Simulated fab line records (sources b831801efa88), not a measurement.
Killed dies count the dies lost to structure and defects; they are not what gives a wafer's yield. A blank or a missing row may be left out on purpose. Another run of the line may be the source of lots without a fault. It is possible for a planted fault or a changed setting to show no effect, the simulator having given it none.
Which tool did it? -- flow gf180mcu -- 14 lots with 41 wafers sampled at 4 steps, on a route of 602 steps

== WHAT EACH GAUGE READ, for each wafer ==
GF_CONTACT_OVL_MEAS_15. Usual: CONTACT_OVL gives 2 nm (standard deviation 5.6).
lot,measured,on,CONTACT_OVL (nm),flag
L845,day 16 09:04,overlay-01,0 -6 -4,
L846,day 16 11:16,overlay-01,-1 -3 2,
L848,day 17 05:52,overlay-01,0 2 0,
L849,day 17 13:07,overlay-01,7 5 4,
L850,day 17 18:34,overlay-01,-1 5 5,
L852,day 18 13:25,overlay-01,12 8 10,
L853,day 18 19:10,overlay-01,9 3 -4,
L854,day 19 09:16,overlay-01,-7 -10 -1,
L855,day 19 16:27,overlay-01,0 -3 -3,
L857,day 20 12:25,overlay-01,-7 0 1,
L858,day 20 18:18,overlay-02,-3 1 -6,
L864,day 22 21:43,overlay-02,13 8,
L865,day 23 02:48,overlay-01,6 0 5,
L868,day 24 13:08,overlay-02,7 5 4,

== TOOL THAT RAN EACH LOT (tool first, then ch and the chambers of the sampled wafers, then the start) ==
lot,GF_POLY_GATE_DEVELOP_09,GF_POLY_GATE_STRIP_14,GF_SALICIDE_SPUTTER_03
L845,"lithoTrack-02 ch 0, day 9 08:39","plasmaAsher-03 ch 1, day 9 09:02","pvdSputter-04, day 15 09:16"
L846,"lithoTrack-02 ch 0, day 9 11:22","plasmaAsher-01 ch 0,1, day 9 11:46","pvdSputter-04, day 15 12:13"
L848,"lithoTrack-01 ch 0, day 10 04:32","plasmaAsher-02 ch 0,1, day 10 04:57","pvdSputter-03, day 16 07:48"
L849,"lithoTrack-02 ch 0, day 10 10:01","plasmaAsher-02 ch 0,1, day 10 10:26","pvdSputter-04, day 16 14:58"
L850,"lithoTrack-03 ch 0, day 10 14:09","plasmaAsher-02 ch 0,1, day 10 14:37","pvdSputter-04, day 16 20:10"
L852,"lithoTrack-02 ch 0, day 11 05:31","plasmaAsher-03 ch 0,1, day 11 05:56","pvdSputter-03, day 17 12:52"
L853,"lithoTrack-03 ch 0, day 11 09:45","plasmaAsher-01 ch 0,1, day 11 10:08","pvdSputter-02, day 17 18:17"
L854,"lithoTrack-01 ch 0, day 11 20:44","plasmaAsher-01 ch 0, day 11 21:09","pvdSputter-03, day 18 08:24"
L855,"lithoTrack-01 ch 0, day 12 02:08","plasmaAsher-02 ch 0,1, day 12 02:35","pvdSputter-03, day 18 15:35"
L857,"lithoTrack-01 ch 0, day 12 16:56","plasmaAsher-01 ch 0,1, day 12 17:21","pvdSputter-04, day 19 10:40"
L858,"lithoTrack-03 ch 0, day 12 22:15","plasmaAsher-02 ch 0,1, day 12 22:38","pvdSputter-04, day 19 16:22"
L864,"lithoTrack-02 ch 0, day 14 20:37","plasmaAsher-03 ch 0,1, day 14 21:00","pvdSputter-04, day 21 21:09"
L865,"lithoTrack-02 ch 0, day 15 02:55","plasmaAsher-01 ch 0,1, day 15 03:20","pvdSputter-02, day 22 02:36"
L868,"lithoTrack-01 ch 0, day 16 01:20","plasmaAsher-03 ch 0,1, day 16 01:45","pvdSputter-03, day 23 14:16"
- GF_POLY_GATE_DEVELOP_09: develop time 60 s.
- GF_POLY_GATE_STRIP_14: strips in O2/N2.
- GF_SALICIDE_SPUTTER_03: material TiN, target thk 20 nm, time 16.7 s.

== AS READ BY THE TOOLS THEMSELVES (means over the sampled wafers that have a number; for cases with no such wafer, the mark the record gives instead) ==
GF_POLY_GATE_DEVELOP_09. Usual: developerTempC 21.01 C, standard deviation 0.11; exhaustPa 45.1 Pa, standard deviation 0.73.
lot,tool,developerTempC (C),exhaustPa (Pa),flag
L845,lithoTrack-02,21.04,45.5,
L846,lithoTrack-02,20.99,45.0,
L848,lithoTrack-01,21.11,44.7,
L849,lithoTrack-02,20.97,45.1,
L850,lithoTrack-03,20.96,45.3,
L852,lithoTrack-02,21.10,45.0,
L853,lithoTrack-03,20.98,43.7,
L854,lithoTrack-01,20.95,45.7,
L855,lithoTrack-01,21.13,44.1,
L857,lithoTrack-01,21.04,45.1,
L858,lithoTrack-03,20.94,45.5,
L864,lithoTrack-02,20.41,44.5,OFF
L865,lithoTrack-02,20.32,45.5,OFF
L868,lithoTrack-01,21.05,45.4,

GF_POLY_GATE_STRIP_14. Usual: chamberPressureMTorr 1500.0 mTorr, standard deviation 1.4; drypumpMotorCurrentA 5.9 A, standard deviation 0.42; heaterPowerW 325 W, standard deviation 29; oesProductAu 0.505 a.u., standard deviation 0.0049.
lot,tool,chamberPressureMTorr (mTorr),drypumpMotorCurrentA (A),heaterPowerW (W),oesProductAu (a.u.),flag
L845,plasmaAsher-03,1499.1,6.2,353,0.506,
L846,plasmaAsher-01,1500.3,5.6,345,0.505,
L848,plasmaAsher-02,1500.2,5.7,332,0.505,
L849,plasmaAsher-02,1499.2,5.7,323,0.509,
L850,plasmaAsher-02,1500.0,5.7,325,0.507,
L852,plasmaAsher-03,1502.2,6.1,323,0.502,
L853,plasmaAsher-01,1500.3,5.6,342,0.506,
L854,plasmaAsher-01,1499.8,5.5,355,0.507,
L855,plasmaAsher-02,1498.9,5.7,324,0.502,
L857,plasmaAsher-01,1499.2,5.7,337,0.507,
L858,plasmaAsher-02,1499.1,6.1,334,0.505,
L864,plasmaAsher-03,1501.2,6.1,306,0.506,
L865,plasmaAsher-01,1499.4,5.6,341,0.503,
L868,plasmaAsher-03,1500.8,6.1,297,0.504,

GF_SALICIDE_SPUTTER_03. Usual: throttleValvePct reads 30.2 % (standard deviation 1).
lot,tool,throttleValvePct (%),flag
L845,pvdSputter-04,30.0,
L846,pvdSputter-04,31.4,
L848,pvdSputter-03,30.5,
L849,pvdSputter-04,29.9,
L850,pvdSputter-04,30.8,
L852,pvdSputter-03,30.4,
L853,pvdSputter-02,29.7,
L854,pvdSputter-03,30.5,
L855,pvdSputter-03,30.6,
L857,pvdSputter-04,29.9,
L858,pvdSputter-04,30.4,
L864,pvdSputter-04,30.6,
L865,pvdSputter-02,28.6,
L868,pvdSputter-03,30.6,

== THE ANSWER, worked out from the rows above alone ==
Rule: lot off if the mean of its wafers having a number is beyond 3 standard deviations from the usual mean. A lot without any number at a reading at which 4 lots or more have one is off too. Where the step has rows for the other lots, those lots are counted as sound. Order of review: gauges by route order, followed by the tools' own readings, for which a lot's mean as printed above is used. At the first step where some lot is off, the reading lying furthest off is the one used; lots without a number count as furthest.
Off at GF_POLY_GATE_DEVELOP_09 (developerTempC): L864, L865.
A tool fits if, at that step or a process step before it, it ran every lot that is off, and no sound lot after the first of them. One fits: lithoTrack-02 at GF_POLY_GATE_DEVELOP_09. A fault onset in the window from L852 (day 11 05:31, its last sound lot) to L864 (day 14 20:37, its first lot off) fits.
The tool's own readings at GF_POLY_GATE_DEVELOP_09 bear it out: on the lots that are off they differ by more than 5 times the standard deviation of the sound lots' means. developerTempC reads 20.37 C there against 21.02 C on the sound lots.

== WHAT THE SIMULATOR HAD INSERTED ==
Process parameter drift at GF_POLY_GATE_DEVELOP_09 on lithoTrack-02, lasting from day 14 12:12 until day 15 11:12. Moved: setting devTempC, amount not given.
Lots struck among those shown: L864, L865. The rule given above showed the same thing.
